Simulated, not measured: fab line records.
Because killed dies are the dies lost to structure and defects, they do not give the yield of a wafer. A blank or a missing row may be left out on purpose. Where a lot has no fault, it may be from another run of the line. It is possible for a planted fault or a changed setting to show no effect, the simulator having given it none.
A single fault, viewed from 2 desks + flow sky130 + each desk has only its own numbers; what lay behind them comes last

## TOOL OWNER'S DESK, cvd w-01
The tool's own readings at SKY_VIA3_CVD_21 (deposits W, target thk 390 nm, time 117.31 s): means of the sampled wafers that have a number, for each lot that ran on this tool. A lot is out of limits, marked OUT, if its mean lies more than 4 standard deviations from the usual mean; the brackets give that distance.
Columns: A = heater power w at SKY_VIA3_CVD_21, usual 970 W
| lot  | first seen here | A    |
|------|-----------------|------|
| L716 | day 40 12:48    | 989  |
| L718 | day 41 10:02    | 977  |
| L723 | day 43 09:20    | 999  |
| L724 | day 43 14:06    | 1008 |
| L726 | day 43 20:11    | 982  |
This desk's verdict: no lot among the 5 shows anything out of limits.

## FROM THE METROLOGY DESK
What the gauges read for every lot (on any tool): the sampled wafers with a number, averaged. A lot is out of limits, marked OUT, if its mean lies more than 4 standard deviations from the usual mean; the brackets give that distance.
Columns: A = VIA3_W_RS at SKY_VIA3_RS_MEAS_22, usual 0.294 ohm/sq; B = VIA3_W_THK at SKY_VIA3_THK_MEAS_23, usual 381 nm
| lot  | first seen here | A               | B             |
|------|-----------------|-----------------|---------------|
| L716 | day 40 12:55    | 0.293           | 382           |
| L718 | day 41 10:11    | 0.297           | 380           |
| L723 | day 43 09:27    | 0.302           | 377           |
| L724 | day 43 14:13    | 0.226 (-15) OUT | 486 (+14) OUT |
| L726 | day 43 20:19    | 0.223 (-16) OUT | 503 (+16) OUT |
| L729 | day 44 07:08    | 0.293           | 379           |
| L730 | day 44 19:48    | 0.287           | 395           |
| L732 | day 45 03:25    | 0.289           | 389           |
| L736 | day 46 03:48    | 0.291           | 387           |
This desk's result: L724, L726 out of limits, first on L724 (VIA3_W_RS at SKY_VIA3_RS_MEAS_22), day 43 14:13. In limits: L716, L718, L723, L729, L730, L732, L736.

## BROUGHT TOGETHER
The metrology desk could have raised an alarm at day 43 14:13, on L724, L726.
The desk of the tool owner found nothing out of limits.
The tool owner's desk has L724, L726 on record, within its limits.
Every lot named ran SKY_VIA3_CVD_21 on cvd w-01.

## WHAT THE SIMULATOR HAD INSERTED
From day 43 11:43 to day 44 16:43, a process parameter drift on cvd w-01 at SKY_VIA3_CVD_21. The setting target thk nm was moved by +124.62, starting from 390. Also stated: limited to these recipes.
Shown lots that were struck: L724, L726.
Per desk, hours elapsed from the start of the fault to the first reading out of limits: for the metrology desk, 3.
